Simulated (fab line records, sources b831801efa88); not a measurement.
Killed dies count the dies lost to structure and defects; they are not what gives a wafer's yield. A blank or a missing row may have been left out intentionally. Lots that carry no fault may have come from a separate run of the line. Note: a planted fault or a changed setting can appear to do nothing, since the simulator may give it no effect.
fab line records || flow sky130
[record] {"lots": 12, "wafers": 36, "last_day": 50}
route steps=708 shown SD_N@350 LI_CONTACT@365
lots that met no fault: from a run of the same line without faults
start_h: the number of hours between the record's first day and the start of the first shown wafer of the lot || wait_h: hours since the lot's step before || " as in the row above || L1.1+2: one row covering several wafers at once || - no value, or no start was given || * or withheld: withheld || < > ~ a bound
route shown NAME@n: NAME is a module with steps in the file, n the number in the route of the first one || usual: average and standard deviation across the fault-free wafers || same: alike in all rows || chamber/n: place in a boat || sites: each site's reading || _std_site: their standard deviation || _edge_site: inner sites' mean taken away from outer sites' mean || radius_mm: how far each site lies from the wafer's centre || mask NAME#n: copy n || behind: the last tool/chamber to shape the wafer || hold: the reason the lot was held/the length of the hold in hours/how it ended || device: the transistor (n, p or np) that didn't switch || end of line: the route-end tests of the same wafers || step lacking rows: just its recipe || killed: count of dies lost to structure and defects at first sort (not the wafer's yield) || map: shows each die of a wafer: x if killed, . if not, _ if none is there
set.NAME: the setting as run; set.NAME@STEP: as run at that earlier step || model.NAME: the simulator's own value behind a step, which no gauge read
route steps across a sampled set of lots; one table per step, one row per wafer
services: when a tool's chamber went out of use (start_h, in hours from the record's first day, below 0 if earlier), for how many hours, and the reason
[[steps]]
[step SKY_SD_N_OVL_MEAS_08]
[usual] {"SD_N_OVL": "-0.5/1.1"}
{"lot.wafer": "L167.2", "tool": "overlay-01", "chamber": "-", "start_h": 642.19, "wait_h": 0.1, "SD_N_OVL[nm]": 0.2}
{"lot.wafer": "L167.3", "tool": "overlay-01", "chamber": "-", "start_h": 642.19, "wait_h": 0.1, "SD_N_OVL[nm]": 0.8}
{"lot.wafer": "L167.4", "tool": "overlay-01", "chamber": "-", "start_h": 642.19, "wait_h": 0.1, "SD_N_OVL[nm]": -0.7}
{"lot.wafer": "L168.1", "tool": "overlay-02", "chamber": "-", "start_h": 662.30, "wait_h": 0.1, "SD_N_OVL[nm]": 0.9}
{"lot.wafer": "L168.5", "tool": "overlay-02", "chamber": "-", "start_h": 662.30, "wait_h": 0.1, "SD_N_OVL[nm]": -0.9}
{"lot.wafer": "L168.6", "tool": "overlay-02", "chamber": "-", "start_h": 662.30, "wait_h": 0.1, "SD_N_OVL[nm]": 0.1}
{"lot.wafer": "L169.2", "tool": "overlay-01", "chamber": "-", "start_h": 674.14, "wait_h": 0.1, "SD_N_OVL[nm]": 0.0}
{"lot.wafer": "L169.3", "tool": "overlay-01", "chamber": "-", "start_h": 674.14, "wait_h": 0.1, "SD_N_OVL[nm]": -0.8}
{"lot.wafer": "L169.5", "tool": "overlay-01", "chamber": "-", "start_h": 674.14, "wait_h": 0.1, "SD_N_OVL[nm]": -1.5}
{"lot.wafer": "L171.1", "tool": "overlay-01", "chamber": "-", "start_h": 684.75, "wait_h": 0.1, "SD_N_OVL[nm]": -0.9}
{"lot.wafer": "L171.4", "tool": "overlay-01", "chamber": "-", "start_h": 684.75, "wait_h": 0.1, "SD_N_OVL[nm]": -1.3}
{"lot.wafer": "L171.6", "tool": "overlay-01", "chamber": "-", "start_h": 684.75, "wait_h": 0.1, "SD_N_OVL[nm]": -0.9}
{"lot.wafer": "L173.3", "tool": "overlay-01", "chamber": "-", "start_h": 699.81, "wait_h": 0.1, "SD_N_OVL[nm]": -2.3}
{"lot.wafer": "L173.5", "tool": "overlay-01", "chamber": "-", "start_h": 699.81, "wait_h": 0.1, "SD_N_OVL[nm]": -1.7}
{"lot.wafer": "L173.6", "tool": "overlay-01", "chamber": "-", "start_h": 699.81, "wait_h": 0.1, "SD_N_OVL[nm]": -0.8}
{"lot.wafer": "L175.2", "tool": "overlay-02", "chamber": "-", "start_h": 724.04, "wait_h": 0.1, "SD_N_OVL[nm]": 1.1}
{"lot.wafer": "L175.5", "tool": "overlay-02", "chamber": "-", "start_h": 724.04, "wait_h": 0.1, "SD_N_OVL[nm]": -1.2}
{"lot.wafer": "L175.6", "tool": "overlay-02", "chamber": "-", "start_h": 724.04, "wait_h": 0.1, "SD_N_OVL[nm]": 0.8}
{"lot.wafer": "L179.1", "tool": "overlay-01", "chamber": "-", "start_h": 749.25, "wait_h": 0.1, "SD_N_OVL[nm]": 0.9}
{"lot.wafer": "L179.2", "tool": "overlay-01", "chamber": "-", "start_h": 749.25, "wait_h": 0.1, "SD_N_OVL[nm]": -0.2}
{"lot.wafer": "L179.5", "tool": "overlay-01", "chamber": "-", "start_h": 749.25, "wait_h": 0.1, "SD_N_OVL[nm]": -0.7}
{"lot.wafer": "L180.1", "tool": "overlay-01", "chamber": "-", "start_h": 755.50, "wait_h": 0.1, "SD_N_OVL[nm]": 0.0}
{"lot.wafer": "L180.2", "tool": "overlay-01", "chamber": "-", "start_h": 755.50, "wait_h": 0.1, "SD_N_OVL[nm]": 1.0}
{"lot.wafer": "L180.4", "tool": "overlay-01", "chamber": "-", "start_h": 755.50, "wait_h": 0.1, "SD_N_OVL[nm]": 0.6}
{"lot.wafer": "L185.2", "tool": "overlay-02", "chamber": "-", "start_h": 794.36, "wait_h": 0.1, "SD_N_OVL[nm]": -1.5}
{"lot.wafer": "L185.3", "tool": "overlay-02", "chamber": "-", "start_h": 794.36, "wait_h": 0.1, "SD_N_OVL[nm]": -0.1}
{"lot.wafer": "L185.4", "tool": "overlay-02", "chamber": "-", "start_h": 794.36, "wait_h": 0.1, "SD_N_OVL[nm]": -0.3}
{"lot.wafer": "L186.1", "tool": "overlay-01", "chamber": "-", "start_h": 804.60, "wait_h": 0.1, "SD_N_OVL[nm]": -0.5}
{"lot.wafer": "L186.2", "tool": "overlay-01", "chamber": "-", "start_h": 804.60, "wait_h": 0.1, "SD_N_OVL[nm]": -0.8}
{"lot.wafer": "L186.6", "tool": "overlay-01", "chamber": "-", "start_h": 804.60, "wait_h": 0.1, "SD_N_OVL[nm]": -0.2}
{"lot.wafer": "L187.1", "tool": "overlay-02", "chamber": "-", "start_h": 807.80, "wait_h": 0.1, "SD_N_OVL[nm]": -2.7}
{"lot.wafer": "L187.5", "tool": "overlay-02", "chamber": "-", "start_h": 807.80, "wait_h": 0.1, "SD_N_OVL[nm]": -1.3}
{"lot.wafer": "L187.6", "tool": "overlay-02", "chamber": "-", "start_h": 807.80, "wait_h": 0.1, "SD_N_OVL[nm]": 0.7}
{"lot.wafer": "L189.3", "tool": "overlay-02", "chamber": "-", "start_h": 811.16, "wait_h": 0.1, "SD_N_OVL[nm]": -0.5}
{"lot.wafer": "L189.4", "tool": "overlay-02", "chamber": "-", "start_h": 811.16, "wait_h": 0.1, "SD_N_OVL[nm]": -0.9}
{"lot.wafer": "L189.6", "tool": "overlay-02", "chamber": "-", "start_h": 811.16, "wait_h": 0.1, "SD_N_OVL[nm]": -2.4}
[step SKY_LI_CONTACT_BOW_MEAS_03]
[recipe] {"mode": "bow"}
[usual] {"LI_CONTACT_BOW": "56/7.4"}
{"lot.wafer": "L167.2", "tool": "film_metro-04", "chamber": "-", "start_h": 643.77, "wait_h": 0.1, "LI_CONTACT_BOW[um]": 55}
{"lot.wafer": "L167.3", "tool": "film_metro-04", "chamber": "-", "start_h": 643.77, "wait_h": 0.1, "LI_CONTACT_BOW[um]": 48}
{"lot.wafer": "L167.4", "tool": "film_metro-04", "chamber": "-", "start_h": 643.77, "wait_h": 0.1, "LI_CONTACT_BOW[um]": 49}
{"lot.wafer": "L168.1", "tool": "film_metro-01", "chamber": "-", "start_h": 663.99, "wait_h": 0.2, "LI_CONTACT_BOW[um]": 58}
{"lot.wafer": "L168.5", "tool": "film_metro-01", "chamber": "-", "start_h": 663.99, "wait_h": 0.2, "LI_CONTACT_BOW[um]": 50}
{"lot.wafer": "L168.6", "tool": "film_metro-01", "chamber": "-", "start_h": 663.99, "wait_h": 0.2, "LI_CONTACT_BOW[um]": 65}
{"lot.wafer": "L169.2", "tool": "film_metro-01", "chamber": "-", "start_h": 675.72, "wait_h": 0.3, "LI_CONTACT_BOW[um]": 56}
{"lot.wafer": "L169.3", "tool": "film_metro-01", "chamber": "-", "start_h": 675.72, "wait_h": 0.3, "LI_CONTACT_BOW[um]": 52}
{"lot.wafer": "L169.5", "tool": "film_metro-01", "chamber": "-", "start_h": 675.72, "wait_h": 0.3, "LI_CONTACT_BOW[um]": 60}
{"lot.wafer": "L171.1", "tool": "film_metro-04", "chamber": "-", "start_h": 686.31, "wait_h": 0.1, "LI_CONTACT_BOW[um]": 71}
{"lot.wafer": "L171.4", "tool": "film_metro-04", "chamber": "-", "start_h": 686.31, "wait_h": 0.1, "LI_CONTACT_BOW[um]": 57}
{"lot.wafer": "L171.6", "tool": "film_metro-04", "chamber": "-", "start_h": 686.31, "wait_h": 0.1, "LI_CONTACT_BOW[um]": 57}
{"lot.wafer": "L173.3", "tool": "film_metro-04", "chamber": "-", "start_h": 701.40, "wait_h": 0.2, "LI_CONTACT_BOW[um]": 52}
{"lot.wafer": "L173.5", "tool": "film_metro-04", "chamber": "-", "start_h": 701.40, "wait_h": 0.2, "LI_CONTACT_BOW[um]": 63}
{"lot.wafer": "L173.6", "tool": "film_metro-04", "chamber": "-", "start_h": 701.40, "wait_h": 0.2, "LI_CONTACT_BOW[um]": 62}
{"lot.wafer": "L175.2", "tool": "film_metro-03", "chamber": "-", "start_h": 725.62, "wait_h": 0.2, "LI_CONTACT_BOW[um]": 62}
{"lot.wafer": "L175.5", "tool": "film_metro-03", "chamber": "-", "start_h": 725.62, "wait_h": 0.2, "LI_CONTACT_BOW[um]": 49}
{"lot.wafer": "L175.6", "tool": "film_metro-03", "chamber": "-", "start_h": 725.62, "wait_h": 0.2, "LI_CONTACT_BOW[um]": 58}
{"lot.wafer": "L179.1", "tool": "film_metro-03", "chamber": "-", "start_h": 750.81, "wait_h": 0.1, "LI_CONTACT_BOW[um]": 53}
{"lot.wafer": "L179.2", "tool": "film_metro-03", "chamber": "-", "start_h": 750.81, "wait_h": 0.1, "LI_CONTACT_BOW[um]": 51}
{"lot.wafer": "L179.5", "tool": "film_metro-03", "chamber": "-", "start_h": 750.81, "wait_h": 0.1, "LI_CONTACT_BOW[um]": 57}
{"lot.wafer": "L180.1", "tool": "film_metro-01", "chamber": "-", "start_h": 757.06, "wait_h": 0.1, "LI_CONTACT_BOW[um]": 58}
{"lot.wafer": "L180.2", "tool": "film_metro-01", "chamber": "-", "start_h": 757.06, "wait_h": 0.1, "LI_CONTACT_BOW[um]": 75}
{"lot.wafer": "L180.4", "tool": "film_metro-01", "chamber": "-", "start_h": 757.06, "wait_h": 0.1, "LI_CONTACT_BOW[um]": 57}
{"lot.wafer": "L185.2", "tool": "film_metro-01", "chamber": "-", "start_h": 795.93, "wait_h": 0.2, "LI_CONTACT_BOW[um]": 47}
{"lot.wafer": "L185.3", "tool": "film_metro-01", "chamber": "-", "start_h": 795.93, "wait_h": 0.2, "LI_CONTACT_BOW[um]": 67}
{"lot.wafer": "L185.4", "tool": "film_metro-01", "chamber": "-", "start_h": 795.93, "wait_h": 0.2, "LI_CONTACT_BOW[um]": 56}
{"lot.wafer": "L186.1", "tool": "film_metro-03", "chamber": "-", "start_h": 806.17, "wait_h": 0.1, "LI_CONTACT_BOW[um]": 52}
{"lot.wafer": "L186.2", "tool": "film_metro-03", "chamber": "-", "start_h": 806.17, "wait_h": 0.1, "LI_CONTACT_BOW[um]": 61}
{"lot.wafer": "L186.6", "tool": "film_metro-03", "chamber": "-", "start_h": 806.17, "wait_h": 0.1, "LI_CONTACT_BOW[um]": 60}
{"lot.wafer": "L187.1", "tool": "film_metro-03", "chamber": "-", "start_h": 809.36, "wait_h": 0.2, "LI_CONTACT_BOW[um]": 48}
{"lot.wafer": "L187.5", "tool": "film_metro-03", "chamber": "-", "start_h": 809.36, "wait_h": 0.2, "LI_CONTACT_BOW[um]": 48}
{"lot.wafer": "L187.6", "tool": "film_metro-03", "chamber": "-", "start_h": 809.36, "wait_h": 0.2, "LI_CONTACT_BOW[um]": 46}
{"lot.wafer": "L189.3", "tool": "film_metro-03", "chamber": "-", "start_h": 812.76, "wait_h": 0.1, "LI_CONTACT_BOW[um]": 53}
{"lot.wafer": "L189.4", "tool": "film_metro-03", "chamber": "-", "start_h": 812.76, "wait_h": 0.1, "LI_CONTACT_BOW[um]": 56}
{"lot.wafer": "L189.6", "tool": "film_metro-03", "chamber": "-", "start_h": 812.76, "wait_h": 0.1, "LI_CONTACT_BOW[um]": 57}
[step SKY_LI_CONTACT_EXPOSE_09]
[recipe] {"mask_id": "LICM1", "na": 0.8, "source_shape": "annular", "sigma_inner": 0.55, "sigma_outer": 0.85, "target_cd_nm": 170, "dose_mj": 38}
{"lot.wafer": "L167.2+3+4", "tool": "krf_scanner-01", "chamber": 0, "start_h": 657.95, "wait_h": "-", "mask": "LICM1#0"}
{"lot.wafer": "L168.1+5+6", "tool": "krf_scanner-01", "chamber": 0, "start_h": 678.52, "wait_h": "-", "mask": "LICM1#0"}
{"lot.wafer": "L169.2+3+5", "tool": "krf_scanner-02", "chamber": 0, "start_h": 690.41, "wait_h": "-", "mask": "LICM1#0"}
{"lot.wafer": "L171.1+4+6", "tool": "krf_scanner-01", "chamber": 0, "start_h": 700.83, "wait_h": "-", "mask": "LICM1#0"}
{"lot.wafer": "L173.3+5+6", "tool": "krf_scanner-02", "chamber": 0, "start_h": 715.62, "wait_h": "-", "mask": "LICM1#0"}
{"lot.wafer": "L175.2+5+6", "tool": "krf_scanner-02", "chamber": 0, "start_h": 739.90, "wait_h": "-", "mask": "LICM1#0"}
{"lot.wafer": "L179.1+2+5", "tool": "krf_scanner-02", "chamber": 0, "start_h": 763.99, "wait_h": "-", "mask": "LICM1#0"}
{"lot.wafer": "L180.1+2+4", "tool": "krf_scanner-01", "chamber": 0, "start_h": 770.52, "wait_h": "-", "mask": "LICM1#0"}
{"lot.wafer": "L185.2+3+4", "tool": "krf_scanner-01", "chamber": 0, "start_h": 808.85, "wait_h": "-", "mask": "LICM1#0"}
{"lot.wafer": "L186.1+2+6", "tool": "krf_scanner-01", "chamber": 0, "start_h": 819.33, "wait_h": "-", "mask": "LICM1#0"}
{"lot.wafer": "L187.1+5+6", "tool": "krf_scanner-01", "chamber": 0, "start_h": 822.49, "wait_h": "-", "mask": "LICM1#0"}
{"lot.wafer": "L189.3+4+6", "tool": "krf_scanner-01", "chamber": 0, "start_h": 826.42, "wait_h": "-", "mask": "LICM1#0"}
[step SKY_LI_CONTACT_CD_MEAS_12]
[recipe] {"target_cd_nm": 170}
[usual] {"cd_nm": "170.1/1.3"}
{"lot.wafer": "L167.2", "tool": "cd_sem-01", "chamber": "-", "start_h": 671.78, "wait_h": "-", "cd_nm": 170.6}
{"lot.wafer": "L167.3", "tool": "cd_sem-01", "chamber": "-", "start_h": 671.78, "wait_h": "-", "cd_nm": 170.2}
{"lot.wafer": "L167.4", "tool": "cd_sem-01", "chamber": "-", "start_h": 671.78, "wait_h": "-", "cd_nm": 171.1}
{"lot.wafer": "L168.1", "tool": "cd_sem-02", "chamber": "-", "start_h": 692.38, "wait_h": "-", "cd_nm": 169.3}
{"lot.wafer": "L168.5", "tool": "cd_sem-02", "chamber": "-", "start_h": 692.38, "wait_h": "-", "cd_nm": 169.2}
{"lot.wafer": "L168.6", "tool": "cd_sem-02", "chamber": "-", "start_h": 692.38, "wait_h": "-", "cd_nm": 167.0}
{"lot.wafer": "L169.2", "tool": "cd_sem-01", "chamber": "-", "start_h": 704.28, "wait_h": "-", "cd_nm": 170.8}
{"lot.wafer": "L169.3", "tool": "cd_sem-01", "chamber": "-", "start_h": 704.28, "wait_h": "-", "cd_nm": 172.3}
{"lot.wafer": "L169.5", "tool": "cd_sem-01", "chamber": "-", "start_h": 704.28, "wait_h": "-", "cd_nm": 170.2}
{"lot.wafer": "L171.1", "tool": "cd_sem-01", "chamber": "-", "start_h": 714.37, "wait_h": "-", "cd_nm": 172.5}
{"lot.wafer": "L171.4", "tool": "cd_sem-01", "chamber": "-", "start_h": 714.37, "wait_h": "-", "cd_nm": 171.1}
{"lot.wafer": "L171.6", "tool": "cd_sem-01", "chamber": "-", "start_h": 714.37, "wait_h": "-", "cd_nm": 172.3}
{"lot.wafer": "L173.3", "tool": "cd_sem-02", "chamber": "-", "start_h": 729.22, "wait_h": "-", "cd_nm": 171.2}
{"lot.wafer": "L173.5", "tool": "cd_sem-02", "chamber": "-", "start_h": 729.22, "wait_h": "-", "cd_nm": 170.3}
{"lot.wafer": "L173.6", "tool": "cd_sem-02", "chamber": "-", "start_h": 729.22, "wait_h": "-", "cd_nm": 172.9}
{"lot.wafer": "L175.2", "tool": "cd_sem-02", "chamber": "-", "start_h": 753.04, "wait_h": "-", "cd_nm": 168.7}
{"lot.wafer": "L175.5", "tool": "cd_sem-02", "chamber": "-", "start_h": 753.04, "wait_h": "-", "cd_nm": 169.6}
{"lot.wafer": "L175.6", "tool": "cd_sem-02", "chamber": "-", "start_h": 753.04, "wait_h": "-", "cd_nm": 170.1}
{"lot.wafer": "L179.1", "tool": "cd_sem-02", "chamber": "-", "start_h": 777.77, "wait_h": "-", "cd_nm": 169.4}
{"lot.wafer": "L179.2", "tool": "cd_sem-02", "chamber": "-", "start_h": 777.77, "wait_h": "-", "cd_nm": 170.8}
{"lot.wafer": "L179.5", "tool": "cd_sem-02", "chamber": "-", "start_h": 777.77, "wait_h": "-", "cd_nm": 169.9}
{"lot.wafer": "L180.1", "tool": "cd_sem-01", "chamber": "-", "start_h": 783.33, "wait_h": "-", "cd_nm": 170.1}
{"lot.wafer": "L180.2", "tool": "cd_sem-01", "chamber": "-", "start_h": 783.33, "wait_h": "-", "cd_nm": 170.9}
{"lot.wafer": "L180.4", "tool": "cd_sem-01", "chamber": "-", "start_h": 783.33, "wait_h": "-", "cd_nm": 169.8}
{"lot.wafer": "L185.2", "tool": "cd_sem-02", "chamber": "-", "start_h": 821.63, "wait_h": "-", "cd_nm": 171.8}
{"lot.wafer": "L185.3", "tool": "cd_sem-02", "chamber": "-", "start_h": 821.63, "wait_h": "-", "cd_nm": 170.8}
{"lot.wafer": "L185.4", "tool": "cd_sem-02", "chamber": "-", "start_h": 821.63, "wait_h": "-", "cd_nm": 170.8}
{"lot.wafer": "L186.1", "tool": "cd_sem-02", "chamber": "-", "start_h": 832.48, "wait_h": "-", "cd_nm": 168.8}
{"lot.wafer": "L186.2", "tool": "cd_sem-02", "chamber": "-", "start_h": 832.48, "wait_h": "-", "cd_nm": 167.3}
{"lot.wafer": "L186.6", "tool": "cd_sem-02", "chamber": "-", "start_h": 832.48, "wait_h": "-", "cd_nm": 166.9}
{"lot.wafer": "L187.1", "tool": "cd_sem-01", "chamber": "-", "start_h": 835.11, "wait_h": "-", "cd_nm": 170.3}
{"lot.wafer": "L187.5", "tool": "cd_sem-01", "chamber": "-", "start_h": 835.11, "wait_h": "-", "cd_nm": 170.0}
{"lot.wafer": "L187.6", "tool": "cd_sem-01", "chamber": "-", "start_h": 835.11, "wait_h": "-", "cd_nm": 170.5}
{"lot.wafer": "L189.3", "tool": "cd_sem-02", "chamber": "-", "start_h": 839.10, "wait_h": "-", "cd_nm": 169.7}
{"lot.wafer": "L189.4", "tool": "cd_sem-02", "chamber": "-", "start_h": 839.10, "wait_h": "-", "cd_nm": 169.3}
{"lot.wafer": "L189.6", "tool": "cd_sem-02", "chamber": "-", "start_h": 839.10, "wait_h": "-", "cd_nm": 169.1}
[step SKY_LI_CONTACT_OVL_MEAS_13]
[usual] {"LI_CONTACT_OVL": "0/4.9"}
{"lot.wafer": "L167.2", "tool": "overlay-01", "chamber": "-", "start_h": 671.88, "wait_h": 0.1, "LI_CONTACT_OVL[nm]": 6}
{"lot.wafer": "L167.3", "tool": "overlay-01", "chamber": "-", "start_h": 671.88, "wait_h": 0.1, "LI_CONTACT_OVL[nm]": -1}
{"lot.wafer": "L167.4", "tool": "overlay-01", "chamber": "-", "start_h": 671.88, "wait_h": 0.1, "LI_CONTACT_OVL[nm]": 13}
{"lot.wafer": "L168.1", "tool": "overlay-01", "chamber": "-", "start_h": 692.50, "wait_h": 0.1, "LI_CONTACT_OVL[nm]": -2}
{"lot.wafer": "L168.5", "tool": "overlay-01", "chamber": "-", "start_h": 692.50, "wait_h": 0.1, "LI_CONTACT_OVL[nm]": 1}
{"lot.wafer": "L168.6", "tool": "overlay-01", "chamber": "-", "start_h": 692.50, "wait_h": 0.1, "LI_CONTACT_OVL[nm]": 5}
{"lot.wafer": "L169.2", "tool": "overlay-01", "chamber": "-", "start_h": 704.38, "wait_h": 0.1, "LI_CONTACT_OVL[nm]": 0}
{"lot.wafer": "L169.3", "tool": "overlay-01", "chamber": "-", "start_h": 704.38, "wait_h": 0.1, "LI_CONTACT_OVL[nm]": 1}
{"lot.wafer": "L169.5", "tool": "overlay-01", "chamber": "-", "start_h": 704.38, "wait_h": 0.1, "LI_CONTACT_OVL[nm]": 1}
{"lot.wafer": "L171.1", "tool": "overlay-02", "chamber": "-", "start_h": 714.49, "wait_h": 0.1, "LI_CONTACT_OVL[nm]": 3}
{"lot.wafer": "L171.4", "tool": "overlay-02", "chamber": "-", "start_h": 714.49, "wait_h": 0.1, "LI_CONTACT_OVL[nm]": -3}
{"lot.wafer": "L171.6", "tool": "overlay-02", "chamber": "-", "start_h": 714.49, "wait_h": 0.1, "LI_CONTACT_OVL[nm]": -5}
{"lot.wafer": "L173.3", "tool": "overlay-01", "chamber": "-", "start_h": 729.31, "wait_h": 0.1, "LI_CONTACT_OVL[nm]": 57}
{"lot.wafer": "L173.5", "tool": "overlay-01", "chamber": "-", "start_h": 729.31, "wait_h": 0.1, "LI_CONTACT_OVL[nm]": 61}
{"lot.wafer": "L173.6", "tool": "overlay-01", "chamber": "-", "start_h": 729.31, "wait_h": 0.1, "LI_CONTACT_OVL[nm]": 59}
{"lot.wafer": "L175.2", "tool": "overlay-01", "chamber": "-", "start_h": 753.14, "wait_h": 0.1, "LI_CONTACT_OVL[nm]": 69}
{"lot.wafer": "L175.5", "tool": "overlay-01", "chamber": "-", "start_h": 753.14, "wait_h": 0.1, "LI_CONTACT_OVL[nm]": 69}
{"lot.wafer": "L175.6", "tool": "overlay-01", "chamber": "-", "start_h": 753.14, "wait_h": 0.1, "LI_CONTACT_OVL[nm]": 72}
{"lot.wafer": "L179.1", "tool": "overlay-02", "chamber": "-", "start_h": 777.89, "wait_h": 0.1, "LI_CONTACT_OVL[nm]": 64}
{"lot.wafer": "L179.2", "tool": "overlay-02", "chamber": "-", "start_h": 777.89, "wait_h": 0.1, "LI_CONTACT_OVL[nm]": 60}
{"lot.wafer": "L179.5", "tool": "overlay-02", "chamber": "-", "start_h": 777.89, "wait_h": 0.1, "LI_CONTACT_OVL[nm]": 64}
{"lot.wafer": "L180.1", "tool": "overlay-02", "chamber": "-", "start_h": 783.45, "wait_h": 0.1, "LI_CONTACT_OVL[nm]": -1}
{"lot.wafer": "L180.2", "tool": "overlay-02", "chamber": "-", "start_h": 783.45, "wait_h": 0.1, "LI_CONTACT_OVL[nm]": 3}
{"lot.wafer": "L180.4", "tool": "overlay-02", "chamber": "-", "start_h": 783.45, "wait_h": 0.1, "LI_CONTACT_OVL[nm]": 2}
{"lot.wafer": "L185.2", "tool": "overlay-01", "chamber": "-", "start_h": 821.74, "wait_h": 0.1, "LI_CONTACT_OVL[nm]": -4}
{"lot.wafer": "L185.3", "tool": "overlay-01", "chamber": "-", "start_h": 821.74, "wait_h": 0.1, "LI_CONTACT_OVL[nm]": 2}
{"lot.wafer": "L185.4", "tool": "overlay-01", "chamber": "-", "start_h": 821.74, "wait_h": 0.1, "LI_CONTACT_OVL[nm]": -2}
{"lot.wafer": "L186.1", "tool": "overlay-01", "chamber": "-", "start_h": 832.60, "wait_h": 0.1, "LI_CONTACT_OVL[nm]": -1}
{"lot.wafer": "L186.2", "tool": "overlay-01", "chamber": "-", "start_h": 832.60, "wait_h": 0.1, "LI_CONTACT_OVL[nm]": -2}
{"lot.wafer": "L186.6", "tool": "overlay-01", "chamber": "-", "start_h": 832.60, "wait_h": 0.1, "LI_CONTACT_OVL[nm]": -2}
{"lot.wafer": "L187.1", "tool": "overlay-01", "chamber": "-", "start_h": 835.23, "wait_h": 0.1, "LI_CONTACT_OVL[nm]": 4}
{"lot.wafer": "L187.5", "tool": "overlay-01", "chamber": "-", "start_h": 835.23, "wait_h": 0.1, "LI_CONTACT_OVL[nm]": -1}
{"lot.wafer": "L187.6", "tool": "overlay-01", "chamber": "-", "start_h": 835.23, "wait_h": 0.1, "LI_CONTACT_OVL[nm]": 5}
{"lot.wafer": "L189.3", "tool": "overlay-01", "chamber": "-", "start_h": 839.19, "wait_h": 0.1, "LI_CONTACT_OVL[nm]": 0}
{"lot.wafer": "L189.4", "tool": "overlay-01", "chamber": "-", "start_h": 839.19, "wait_h": 0.1, "LI_CONTACT_OVL[nm]": 0}
{"lot.wafer": "L189.6", "tool": "overlay-01", "chamber": "-", "start_h": 839.19, "wait_h": 0.1, "LI_CONTACT_OVL[nm]": 6}
[[services]]
{"tool": "krf_scanner-01", "chamber": "-", "start_h": 635.19, "hours": 1.0, "kind": "pm"}
{"tool": "krf_scanner-02", "chamber": "-", "start_h": 639.36, "hours": 1.0, "kind": "pm"}
{"tool": "krf_scanner-01", "chamber": 0, "start_h": 645.19, "hours": "-", "kind": "calibration"}
{"tool": "krf_scanner-02", "chamber": "-", "start_h": 678.45, "hours": 5.3, "kind": "repair"}
{"tool": "krf_scanner-02", "chamber": "-", "start_h": 709.06, "hours": 0.8, "kind": "pm"}
{"tool": "krf_scanner-01", "chamber": "-", "start_h": 721.42, "hours": 1.3, "kind": "pm"}
{"tool": "krf_scanner-01", "chamber": "-", "start_h": 742.60, "hours": 0.8, "kind": "pm"}
{"tool": "krf_scanner-01", "chamber": "-", "start_h": 761.57, "hours": 4.0, "kind": "pm"}
{"tool": "krf_scanner-02", "chamber": "-", "start_h": 761.58, "hours": 0.7, "kind": "repair"}
{"tool": "krf_scanner-02", "chamber": 0, "start_h": 762.44, "hours": "-", "kind": "calibration"}
{"tool": "krf_scanner-01", "chamber": "-", "start_h": 770.19, "hours": 0.3, "kind": "repair"}
{"tool": "krf_scanner-02", "chamber": "-", "start_h": 788.75, "hours": 1.4, "kind": "repair"}
{"tool": "krf_scanner-02", "chamber": "-", "start_h": 803.66, "hours": 1.3, "kind": "pm"}
{"tool": "krf_scanner-01", "chamber": "-", "start_h": 804.96, "hours": 1.0, "kind": "pm"}
{"tool": "krf_scanner-02", "chamber": "-", "start_h": 808.36, "hours": 1.0, "kind": "pm"}
{"tool": "krf_scanner-01", "chamber": 0, "start_h": 812.72, "hours": "-", "kind": "calibration"}
{"tool": "krf_scanner-02", "chamber": "-", "start_h": 819.34, "hours": 0.4, "kind": "repair"}
[[key]]
[first_sign] {"step": "SKY_LI_CONTACT_OVL_MEAS_13", "reading": "LI_CONTACT_OVL", "direction": "up", "sigmas": 13, "usual": 0, "struck": 64}
effect none on later readings
met_at SKY_LI_CONTACT_EXPOSE_09
struck_lots L173,L175,L179
tester_left_out L173,L175,L179
not_acting_at SKY_SD_N_OVL_MEAS_08,SKY_LI_CONTACT_BOW_MEAS_03,SKY_LI_CONTACT_CD_MEAS_12
onset_between 690.41 715.62
[fault] {"kind": "scanner_matching_overlay", "tool": "krf_scanner-02", "chamber": "-", "onset_h": 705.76, "steps": "SKY_LI_CONTACT_EXPOSE_09", "offset": 66.379}
// tester_left_out: of these lots the tester's yield and bins aren't shown, on N5 and GAA mostly nor the transistor test; their killed dies are dies lost to structure and defects alone, not to doping, threshold or leakage, so they don't give the yield
